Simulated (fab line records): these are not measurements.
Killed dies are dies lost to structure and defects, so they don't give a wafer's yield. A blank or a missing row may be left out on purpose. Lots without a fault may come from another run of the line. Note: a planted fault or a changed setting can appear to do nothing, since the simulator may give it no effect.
2 desks, one fault ; flow gf180mcu ; numbers are kept per desk, each desk with only its own; the story behind them comes last

== AT THE TOOL OWNER'S DESK: rie diel-03 ==
The tool's own readings at GF_STI_ETCH_13 (etches the open film in CHF3/O2, stops on Si, target depth 282.31 nm, time 112.9 s): means of the sampled wafers that have a number, for each lot that ran on this tool. The brackets show how far a lot's mean lies from the usual mean; more than 4 standard deviations puts the lot out of limits, marked OUT.
Columns: A = drypump motor current A at GF_STI_ETCH_13, usual 5.6 A; B = oes product au at GF_STI_ETCH_13, usual 0.833 a.u.; C = rf fwd power W at GF_STI_ETCH_13, usual 596.9 W; D = throttle valve pct at GF_STI_ETCH_13, usual 8.810 %
lot;first seen here;A;B;C;D
L493;day 2 06:58;5.8;0.836;595.5;8.807
L498;day 3 08:16;5.7;0.823;501.5 (-50) OUT;8.802
L499;day 3 14:22;5.8;0.834;498.5 (-52) OUT;8.824
L514;day 6 18:29;5.7;0.829;594.9;8.802
This desk's verdict: out of limits on L498, L499, starting with L498 at day 3 08:16 (rf fwd power W at GF_STI_ETCH_13). L493, L514 stayed within limits.

== FROM THE METROLOGY DESK ==
What the gauges read, lot by lot, whatever tool the lot ran on: means of the sampled wafers that have a number. The brackets show how far a lot's mean lies from the usual mean; more than 4 standard deviations puts the lot out of limits, marked OUT.
Columns: A = cd nm at GF_CONTACT_CD_MEAS_14, usual 220.1 nm
lot;first seen here;A
L492;day 15 22:56;220.4
L493;day 16 07:04;219.5
L494;day 16 14:22;220.9
L498;day 18 06:41;220.7
L499;day 18 18:50;220.5
L506;day 21 12:43;221.5
L507;day 22 01:54;220.8
L509;day 22 07:03;221.1
L510;day 22 17:02;219.0
L512;day 23 13:38;220.3
L514;day 23 20:21;219.0
L515;day 24 05:03;219.8
Result from this desk: across the 12 lots, nothing is out of limits.

== PUT TOGETHER ==
An alarm could have come from the tool owner's desk at day 3 08:16, on L498, L499.
Metrology desk: nothing out of limits seen.
The metrology desk holds a record of L498, L499, inside its limits.
GF_STI_ETCH_13 was run on rie diel-03 by each of the lots named.

== WHAT THE SIMULATOR HAD PUT IN ==
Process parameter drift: rie diel-03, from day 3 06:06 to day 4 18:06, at GF_STI_ETCH_13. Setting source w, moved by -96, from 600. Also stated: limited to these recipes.
Lots struck among those shown: L498, L499.
Each desk's first reading out of limits, in hours after the fault started: the tool owner's desk, 2.
